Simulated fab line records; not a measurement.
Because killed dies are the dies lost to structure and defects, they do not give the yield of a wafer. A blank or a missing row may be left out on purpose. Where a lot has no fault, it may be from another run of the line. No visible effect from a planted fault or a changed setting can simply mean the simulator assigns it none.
fab line records + flow gf180mcu
[record]
- lots = 13
- wafers = 39
- last_day = 34
route steps=602 shown STI@14 VT_IMPLANT@98 HV_LDD@208
lots with no fault: from the same line, run without faults
start_h: the number of hours between the record's first day and the start of the first shown wafer of the lot + wait_h: hours elapsed since this lot's preceding step + " same as the row above + L1.1+2: a row that stands for several wafers + - no value present, or no start provided + * or withheld: withheld + < > ~ a bound
route shown NAME@n: names a module that has steps shown in the file, with the first one's number in the route + usual: mean and standard deviation over wafers with no fault + same: alike in all rows + chamber/n: place in a boat + sites: per-site readings + _std_site: standard deviation across them + _edge_site: inner sites' mean taken away from outer sites' mean + radius_mm: how far each site lies from the wafer's centre + mask NAME#n: copy n + behind: the most recent tool/chamber to have shaped the wafer + hold: cause of the lot's hold/its duration in hours/its outcome + device: the n, p or np transistor that did not switch + end of line: tests run on the same wafers once the route is complete + a step without rows: its recipe alone + killed: the dies lost at the first sort to structure and to defects; this is not the yield of the wafer + map: shows each die of a wafer: x if killed, . if not, _ if none is there
set.NAME: the setting that was run; set.NAME@STEP: the one run at that earlier step + model.NAME: the simulator's own value behind a step, which no gauge read
a sample of lots followed through the steps of the route, with each step as a table and each wafer as a row
services: when a tool's chamber went out of use (start_h, in hours from the record's first day, below 0 if earlier), for how many hours, and the reason
[[steps]]
[step GF_STI_ETCH_13]
[recipe]
- chemistry = CHF3/O2
- stop_on = Si
- over_etch_frac = 0.3
- target_depth_a = 2823.1
- source_w = 600
- bias_w = 200
- pressure_mtorr = 40
- chf3_flow_sccm = 50
- O2_flow_sccm = 5
- time_s = 112.9
[usual]
- drypump_motor_current_A = 5.7/0.46
- oes_product_au = 0.834/0.0061
- throttle_valve_pct = 8.810/0.0094
| lot.wafer | tool        | chamber | start_h | wait_h | drypump_motor_current_A | oes_product_au | rf_hours_counter_h | throttle_valve_pct |
|-----------|-------------|---------|---------|--------|-------------------------|----------------|--------------------|--------------------|
| L982.3    | rie_diel-03 | 0       | 25.56   | 0.1    | 6.5                     | 0.834          | 104                | 8.803              |
| L982.5    | "           | 2       | "       | "      | 5.8                     | 0.828          | -                  | 8.808              |
| L982.6    | "           | 1       | "       | "      | 5.8                     | 0.824          | -                  | 8.819              |
| L984.2    | rie_diel-02 | 3       | 36.10   | 0.1    | 5.1                     | 0.834          | 120                | 8.809              |
| L984.3    | "           | 0       | "       | "      | 6.0                     | 0.840          | 28                 | 8.805              |
| L984.6    | "           | 0       | "       | "      | 6.0                     | 0.843          | -                  | 8.809              |
| L985.2    | rie_diel-03 | 0       | 41.50   | 0.1    | 6.5                     | 0.839          | 105                | 8.816              |
| L985.3    | "           | 2       | "       | "      | 5.8                     | 0.833          | 4                  | 8.809              |
| L985.5    | "           | 0       | "       | "      | 6.5                     | 0.837          | -                  | 8.800              |
| L989.3    | rie_diel-03 | 2       | 62.51   | 0.1    | 5.8                     | 0.824          | 5                  | 8.820              |
| L989.5    | "           | 0       | "       | "      | 6.5                     | 0.826          | -                  | 8.812              |
| L989.6    | "           | 1       | "       | "      | 5.7                     | 0.816          | -                  | 8.795              |
| L991.1    | rie_diel-03 | 2       | 71.26   | 0.1    | 5.8                     | 0.843          | 5                  | 8.809              |
| L991.3    | "           | 1       | "       | "      | 5.7                     | 0.838          | 23                 | 8.807              |
| L991.6    | "           | 3       | "       | "      | 5.4                     | 0.835          | -                  | 8.816              |
| L993.1    | rie_diel-03 | 3       | 82.81   | 0.1    | 5.4                     | 0.829          | 78                 | 8.804              |
| L993.4    | "           | 0       | "       | "      | 6.5                     | 0.833          | 106                | 8.812              |
| L993.5    | "           | 1       | "       | "      | 5.7                     | 0.831          | -                  | 8.814              |
| L994.3    | rie_diel-03 | 3       | 86.87   | 0.1    | 5.4                     | 0.829          | 78                 | 8.807              |
| L994.4    | "           | 1       | "       | "      | 5.7                     | 0.829          | 23                 | 8.809              |
| L994.6    | "           | 0       | "       | "      | 6.5                     | 0.838          | -                  | 8.813              |
| L995.2    | rie_diel-02 | 0       | 92.85   | 0.1    | 6.0                     | 0.832          | 30                 | 8.811              |
| L995.3    | "           | 1       | "       | "      | 5.3                     | 0.833          | 77                 | 8.805              |
| L995.6    | "           | 3       | "       | "      | 5.0                     | 0.836          | -                  | 8.796              |
| L100.3    | rie_diel-02 | 3       | 118.87  | 0.1    | 5.1                     | 0.833          | 122                | 8.817              |
| L100.4    | "           | 0       | "       | "      | 6.0                     | 0.838          | 30                 | 8.820              |
| L100.6    | "           | 2       | "       | "      | 6.5                     | 0.829          | -                  | 8.818              |
| L101.2    | rie_diel-02 | 1       | 123.97  | 0.1    | 5.3                     | 0.832          | 78                 | 8.816              |
| L101.4    | "           | 2       | "       | "      | 6.4                     | 0.838          | 145                | 8.816              |
| L101.5    | "           | 2       | "       | "      | 6.4                     | 0.834          | -                  | 8.812              |
| L102.2    | rie_diel-03 | 1       | 128.47  | 0.1    | 5.7                     | 0.834          | 25                 | 8.814              |
| L102.3    | "           | 2       | "       | "      | 5.7                     | 0.837          | 7                  | 8.815              |
| L102.4    | "           | 0       | "       | "      | 6.5                     | 0.846          | 107                | 8.816              |
| L103.2    | rie_diel-02 | 1       | 134.05  | 0.1    | 5.3                     | 0.849          | 78                 | 8.809              |
| L103.5    | "           | 3       | "       | "      | 5.0                     | 0.830          | -                  | 8.811              |
| L103.6    | "           | 0       | "       | "      | 6.0                     | 0.830          | -                  | 8.809              |
| L105.2    | rie_diel-02 | 3       | 144.61  | 0.1    | 5.1                     | 0.832          | 123                | 8.807              |
| L105.5    | "           | 1       | "       | "      | 5.3                     | 0.833          | -                  | 8.808              |
| L105.6    | "           | 0       | "       | "      | 6.0                     | 0.832          | -                  | 8.818              |
[step GF_VT_IMPLANT_IMPLANT_08]
[recipe]
- species = BF2
- energy_kev = 20
- dose_cm2 = 8.29e+12
- tilt_deg = 7
[usual]
- dose_ions_cm2 = 8.289e+12/9e+09
- faraday_current_uA = 46.8/0.98
[same]
- implant_ion_amu = 49
| lot.wafer | tool         | chamber | start_h | wait_h | dose_ions_cm2 | faraday_current_uA |
|-----------|--------------|---------|---------|--------|---------------|--------------------|
| L982.3    | implanter-02 | 0       | 110.74  | 0.1    | 8.285e+12     | 44.8               |
| L982.5    | "            | 0       | "       | "      | 8.287e+12     | 48.5               |
| L982.6    | "            | 0       | "       | "      | 8.292e+12     | 45.5               |
| L984.2    | implanter-04 | 0       | 122.96  | 0.0    | 8.275e+12     | 47.4               |
| L984.3    | "            | 0       | "       | "      | 8.292e+12     | 47.8               |
| L984.6    | "            | 0       | "       | "      | 8.277e+12     | 46.4               |
| L985.2    | implanter-04 | 0       | 129.29  | 0.0    | 8.29e+12      | 49.2               |
| L985.3    | "            | 0       | "       | "      | 8.282e+12     | 46.9               |
| L985.5    | "            | 0       | "       | "      | 8.285e+12     | 45.5               |
| L989.3    | implanter-01 | 0       | 155.51  | 0.1    | 8.283e+12     | 45.0               |
| L989.5    | "            | 0       | "       | "      | 8.29e+12      | 46.5               |
| L989.6    | "            | 0       | "       | "      | 8.298e+12     | 45.2               |
| L991.1    | implanter-01 | 0       | 165.23  | 0.0    | 8.287e+12     | 44.8               |
| L991.3    | "            | 0       | "       | "      | 8.303e+12     | 46.2               |
| L991.6    | "            | 0       | "       | "      | 8.291e+12     | 45.7               |
| L993.1    | implanter-02 | 0       | 180.61  | 0.0    | 8.279e+12     | 45.5               |
| L993.4    | "            | 0       | "       | "      | 8.266e+12     | 47.1               |
| L993.5    | "            | 0       | "       | "      | 8.274e+12     | 46.6               |
| L994.3    | implanter-01 | 0       | 184.19  | 0.1    | 8.31e+12      | 47.3               |
| L994.4    | "            | 0       | "       | "      | 8.3e+12       | 45.9               |
| L994.6    | "            | 0       | "       | "      | 8.286e+12     | 47.8               |
| L995.2    | implanter-02 | 0       | 192.12  | 0.0    | 8.29e+12      | 48.0               |
| L995.3    | "            | 0       | "       | "      | 8.288e+12     | 47.2               |
| L995.6    | "            | 0       | "       | "      | 8.298e+12     | 45.7               |
| L100.3    | implanter-02 | 0       | 223.44  | 0.1    | 9.658e+12     | 54.3               |
| L100.4    | "            | 0       | "       | "      | 9.656e+12     | 54.5               |
| L100.6    | "            | 0       | "       | "      | 9.65e+12      | 53.4               |
| L101.2    | implanter-02 | 0       | 229.12  | 0.0    | 9.664e+12     | 56.4               |
| L101.4    | "            | 0       | "       | "      | 9.668e+12     | 55.3               |
| L101.5    | "            | 0       | "       | "      | 9.663e+12     | 54.3               |
| L102.2    | implanter-01 | 0       | 234.84  | 0.0    | 8.282e+12     | 47.4               |
| L102.3    | "            | 0       | "       | "      | 8.292e+12     | 46.3               |
| L102.4    | "            | 0       | "       | "      | 8.284e+12     | 47.1               |
| L103.2    | implanter-04 | 0       | 241.99  | 0.0    | 8.283e+12     | 46.8               |
| L103.5    | "            | 0       | "       | "      | 8.272e+12     | 47.1               |
| L103.6    | "            | 0       | "       | "      | 8.269e+12     | 45.9               |
| L105.2    | implanter-01 | 0       | 256.06  | 0.0    | 8.3e+12       | 45.7               |
| L105.5    | "            | 0       | "       | "      | 8.293e+12     | 46.6               |
| L105.6    | "            | 0       | "       | "      | 8.296e+12     | 47.4               |
[step GF_VT_IMPLANT_TW_MEAS_10]
[usual]
- VT_IMPLANT_TW = 563.1/2.7
| lot.wafer | tool          | chamber | start_h | wait_h | VT_IMPLANT_TW |
|-----------|---------------|---------|---------|--------|---------------|
| L982.3    | film_metro-04 | -       | 110.96  | 0.1    | 562.1         |
| L982.5    | "             | -       | "       | "      | 563.2         |
| L982.6    | "             | -       | "       | "      | 562.9         |
| L984.2    | film_metro-03 | -       | 123.19  | 0.1    | 565.9         |
| L984.3    | "             | -       | "       | "      | 561.1         |
| L984.6    | "             | -       | "       | "      | 564.3         |
| L985.2    | film_metro-02 | -       | 129.52  | 0.1    | 557.9         |
| L985.3    | "             | -       | "       | "      | 556.4         |
| L985.5    | "             | -       | "       | "      | 560.2         |
| L989.3    | film_metro-02 | -       | 155.73  | 0.1    | 558.0         |
| L989.5    | "             | -       | "       | "      | 558.0         |
| L989.6    | "             | -       | "       | "      | 560.8         |
| L991.1    | film_metro-03 | -       | 165.48  | 0.1    | 565.2         |
| L991.3    | "             | -       | "       | "      | 569.1         |
| L991.6    | "             | -       | "       | "      | 566.1         |
| L993.1    | film_metro-02 | -       | 180.86  | 0.1    | 560.3         |
| L993.4    | "             | -       | "       | "      | 562.3         |
| L993.5    | "             | -       | "       | "      | 563.7         |
| L994.3    | film_metro-02 | -       | 184.41  | 0.1    | 567.0         |
| L994.4    | "             | -       | "       | "      | 561.2         |
| L994.6    | "             | -       | "       | "      | 563.6         |
| L995.2    | film_metro-03 | -       | 192.35  | 0.1    | 563.4         |
| L995.3    | "             | -       | "       | "      | 560.3         |
| L995.6    | "             | -       | "       | "      | 562.6         |
| L100.3    | film_metro-03 | -       | 223.66  | 0.1    | 594.1         |
| L100.4    | "             | -       | "       | "      | 593.1         |
| L100.6    | "             | -       | "       | "      | 595.7         |
| L101.2    | film_metro-04 | -       | 229.35  | 0.1    | 591.9         |
| L101.4    | "             | -       | "       | "      | 591.1         |
| L101.5    | "             | -       | "       | "      | 587.9         |
| L102.2    | film_metro-04 | -       | 235.13  | 0.1    | 564.3         |
| L102.3    | "             | -       | "       | "      | 564.0         |
| L102.4    | "             | -       | "       | "      | 565.2         |
| L103.2    | film_metro-02 | -       | 242.22  | 0.1    | 561.9         |
| L103.5    | "             | -       | "       | "      | 560.3         |
| L103.6    | "             | -       | "       | "      | 557.6         |
| L105.2    | film_metro-03 | -       | 256.29  | 0.1    | 563.2         |
| L105.5    | "             | -       | "       | "      | 562.7         |
| L105.6    | "             | -       | "       | "      | 563.8         |
[step GF_VT_IMPLANT_RTA_45]
[recipe]
- temp_c = 1050
- time_s = 30
- ambient = N2
[usual]
- lamp_power_pct = 34.0/1.7
- wafer_temp_C_max = 1055.2/1.2
| lot.wafer | tool          | chamber | start_h | wait_h | lamp_power_pct | wafer_temp_C_max |
|-----------|---------------|---------|---------|--------|----------------|------------------|
| L982.3    | rtp_anneal-02 | 0       | 157.18  | 0.0    | 32.3           | 1054.8           |
| L982.5    | "             | 0       | "       | "      | 32.3           | 1057.1           |
| L982.6    | "             | 0       | "       | "      | 32.3           | 1056.1           |
| L984.2    | rtp_anneal-02 | 0       | 171.09  | 0.0    | 32.3           | 1055.9           |
| L984.3    | "             | 0       | "       | "      | 32.3           | 1055.4           |
| L984.6    | "             | 0       | "       | "      | 32.3           | 1057.3           |
| L985.2    | rtp_anneal-02 | 0       | 178.56  | 0.0    | 32.3           | 1056.0           |
| L985.3    | "             | 0       | "       | "      | 32.3           | 1055.6           |
| L985.5    | "             | 0       | "       | "      | 32.3           | 1056.0           |
| L989.3    | rtp_anneal-02 | 0       | 206.45  | 0.0    | 32.3           | 1058.4           |
| L989.5    | "             | 0       | "       | "      | 32.3           | 1056.6           |
| L989.6    | "             | 0       | "       | "      | 32.3           | 1056.0           |
| L991.1    | rtp_anneal-01 | 0       | 216.80  | 0.0    | 35.7           | 1054.3           |
| L991.3    | "             | 0       | "       | "      | 35.7           | 1056.0           |
| L991.6    | "             | 0       | "       | "      | 35.7           | 1055.1           |
| L993.1    | rtp_anneal-01 | 0       | 233.55  | 0.0    | 35.6           | 1055.0           |
| L993.4    | "             | 0       | "       | "      | 35.7           | 1054.6           |
| L993.5    | "             | 0       | "       | "      | 35.6           | 1054.9           |
| L994.3    | rtp_anneal-02 | 0       | 237.87  | 0.0    | 32.3           | 1054.9           |
| L994.4    | "             | 0       | "       | "      | 32.3           | 1055.6           |
| L994.6    | "             | 0       | "       | "      | 32.3           | 1057.1           |
| L995.2    | rtp_anneal-02 | 0       | 246.59  | 0.0    | 32.4           | 1055.2           |
| L995.3    | "             | 0       | "       | "      | 32.3           | 1055.7           |
| L995.6    | "             | 0       | "       | "      | 32.3           | 1055.1           |
| L100.3    | rtp_anneal-02 | 0       | 280.06  | 0.0    | 32.3           | 1056.2           |
| L100.4    | "             | 0       | "       | "      | 32.3           | 1057.7           |
| L100.6    | "             | 0       | "       | "      | 32.3           | 1056.5           |
| L101.2    | rtp_anneal-01 | 0       | 285.64  | 0.0    | 35.6           | 1054.2           |
| L101.4    | "             | 0       | "       | "      | 35.7           | 1054.2           |
| L101.5    | "             | 0       | "       | "      | 35.7           | 1053.1           |
| L102.2    | rtp_anneal-01 | 0       | 292.22  | 0.0    | 35.7           | 1055.9           |
| L102.3    | "             | 0       | "       | "      | 35.7           | 1054.3           |
| L102.4    | "             | 0       | "       | "      | 35.6           | 1054.6           |
| L103.2    | rtp_anneal-02 | 0       | 299.62  | 0.0    | 32.3           | 1057.6           |
| L103.5    | "             | 0       | "       | "      | 32.3           | 1056.5           |
| L103.6    | "             | 0       | "       | "      | 32.4           | 1056.3           |
| L105.2    | rtp_anneal-01 | 0       | 315.17  | 0.0    | 35.7           | 1053.9           |
| L105.5    | "             | 0       | "       | "      | 35.7           | 1054.0           |
| L105.6    | "             | 0       | "       | "      | 35.7           | 1053.6           |
[step GF_HV_LDD_OVL_MEAS_32]
[usual]
- HV_LDD_02_OVL = 0.2/1.2
| lot.wafer | tool       | chamber | start_h | wait_h | HV_LDD_02_OVL[nm] |
|-----------|------------|---------|---------|--------|-------------------|
| L982.3    | overlay-01 | -       | 253.56  | 0.1    | 1.3               |
| L982.5    | "          | -       | "       | "      | 0.6               |
| L982.6    | "          | -       | "       | "      | 0.2               |
| L984.2    | overlay-01 | -       | 269.93  | 0.1    | 0.0               |
| L984.3    | "          | -       | "       | "      | 0.7               |
| L984.6    | "          | -       | "       | "      | -1.5              |
| L985.2    | overlay-02 | -       | 278.66  | 0.1    | -0.9              |
| L985.3    | "          | -       | "       | "      | 0.6               |
| L985.5    | "          | -       | "       | "      | 0.7               |
| L989.3    | overlay-01 | -       | 309.54  | 0.1    | 0.7               |
| L989.5    | "          | -       | "       | "      | -0.1              |
| L989.6    | "          | -       | "       | "      | -0.9              |
| L991.1    | overlay-02 | -       | 321.15  | 0.1    | -0.7              |
| L991.3    | "          | -       | "       | "      | -1.0              |
| L991.6    | "          | -       | "       | "      | -2.1              |
| L993.1    | overlay-02 | -       | 347.95  | 0.1    | 1.2               |
| L993.4    | "          | -       | "       | "      | 0.2               |
| L993.5    | "          | -       | "       | "      | 1.4               |
| L994.3    | overlay-02 | -       | 348.27  | 0.1    | 1.9               |
| L994.4    | "          | -       | "       | "      | -0.1              |
| L994.6    | "          | -       | "       | "      | 2.1               |
| L995.2    | overlay-02 | -       | 357.61  | 0.1    | -1.4              |
| L995.3    | "          | -       | "       | "      | -1.1              |
| L995.6    | "          | -       | "       | "      | 0.6               |
| L100.3    | overlay-02 | -       | 401.03  | 0.1    | -1.5              |
| L100.4    | "          | -       | "       | "      | 0.2               |
| L100.6    | "          | -       | "       | "      | 0.7               |
| L101.2    | overlay-02 | -       | 402.88  | 0.1    | -0.5              |
| L101.4    | "          | -       | "       | "      | 0.8               |
| L101.5    | "          | -       | "       | "      | 0.6               |
| L102.2    | overlay-02 | -       | 411.66  | 0.1    | 0.3               |
| L102.3    | "          | -       | "       | "      | -0.6              |
| L102.4    | "          | -       | "       | "      | 1.9               |
| L103.2    | overlay-02 | -       | 418.91  | 0.1    | -1.3              |
| L103.5    | "          | -       | "       | "      | -1.3              |
| L103.6    | "          | -       | "       | "      | -1.5              |
| L105.2    | overlay-02 | -       | 437.24  | 0.1    | -0.4              |
| L105.5    | "          | -       | "       | "      | -0.2              |
| L105.6    | "          | -       | "       | "      | 1.2               |
[[services]]
| tool          | chamber | start_h | hours | kind           |
|---------------|---------|---------|-------|----------------|
| implanter-01  | -       | 23.69   | 3.9   | repair         |
| rie_diel-02   | 1       | 45.80   | 3.6   | repair         |
| implanter-04  | -       | 48.27   | 2.7   | repair         |
| rie_diel-02   | -       | 65.42   | 1.7   | repair         |
| implanter-04  | -       | 81.45   | 2.5   | pm             |
| rie_diel-03   | 0       | 95.80   | 6.2   | repair         |
| implanter-02  | -       | 99.46   | 3.0   | repair         |
| rie_diel-03   | 2       | 151.69  | 2.3   | repair         |
| implanter-04  | -       | 167.32  | 4.4   | repair         |
| rie_diel-02   | 3       | 168.60  | 2.3   | repair         |
| rie_diel-02   | -       | 170.70  | 2.8   | pm             |
| rtp_anneal-02 | -       | 184.60  | 1.1   | pm             |
| rie_diel-03   | 2       | 187.98  | 11.0  | repair         |
| rie_diel-02   | 3       | 193.04  | 12.1  | repair         |
| implanter-04  | -       | 202.69  | 0.8   | repair         |
| implanter-04  | -       | 205.37  | 5.9   | repair         |
| rie_diel-02   | 2       | 207.13  | -     | clean          |
| rie_diel-02   | 2       | 207.13  | 25.1  | scheduled_down |
| rie_diel-02   | 2       | 207.13  | 25.1  | vent_cycle     |
| implanter-02  | -       | 231.95  | 3.4   | repair         |
| rie_diel-02   | 1       | 246.90  | 7.5   | repair         |
| rtp_anneal-02 | -       | 282.79  | 3.3   | pm             |
| implanter-04  | -       | 287.11  | 1.6   | repair         |
[[key]]
[first_sign]
- step = GF_VT_IMPLANT_IMPLANT_08
- reading = dose_ions_cm2
- direction = up
- sigmas = 99+
- usual = 8.289e+12
- struck = 9.66e+12
[effect]
- step = GF_VT_IMPLANT_IMPLANT_08
- reading = faraday_current_uA
- direction = up
- sigmas = 8
- usual = 46.8
- struck = 54.7
[effect]
- step = GF_VT_IMPLANT_TW_MEAS_10
- reading = VT_IMPLANT_TW
- direction = up
- sigmas = 11
- usual = 563.1
- struck = 592.3
met_at GF_VT_IMPLANT_IMPLANT_08
struck_lots L100,L101
rows_end L100.6
tester_left_out L100,L101
not_acting_at GF_STI_ETCH_13,GF_VT_IMPLANT_RTA_45,GF_HV_LDD_OVL_MEAS_32
onset_between 192.12 223.44
[fault]
- kind = process_parameter_drift
- tool = implanter-02
- chamber = -
- onset_h = 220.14
- steps = GF_VT_IMPLANT_IMPLANT_08
- channel = dose_cm2
- offset = 1.3651e+12
- shape = step
- end_h = 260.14
- acts_in = these_recipes_only
- stated = 8.29e+12
// tester_left_out: of these lots the tester's yield and bins aren't shown, on N5 and GAA mostly nor the transistor test; their killed dies are dies lost to structure and defects alone, not to doping, threshold or leakage, so they don't give the yield
// rows_end: these wafers met a further fault down the route, and their rows from its step on are left out
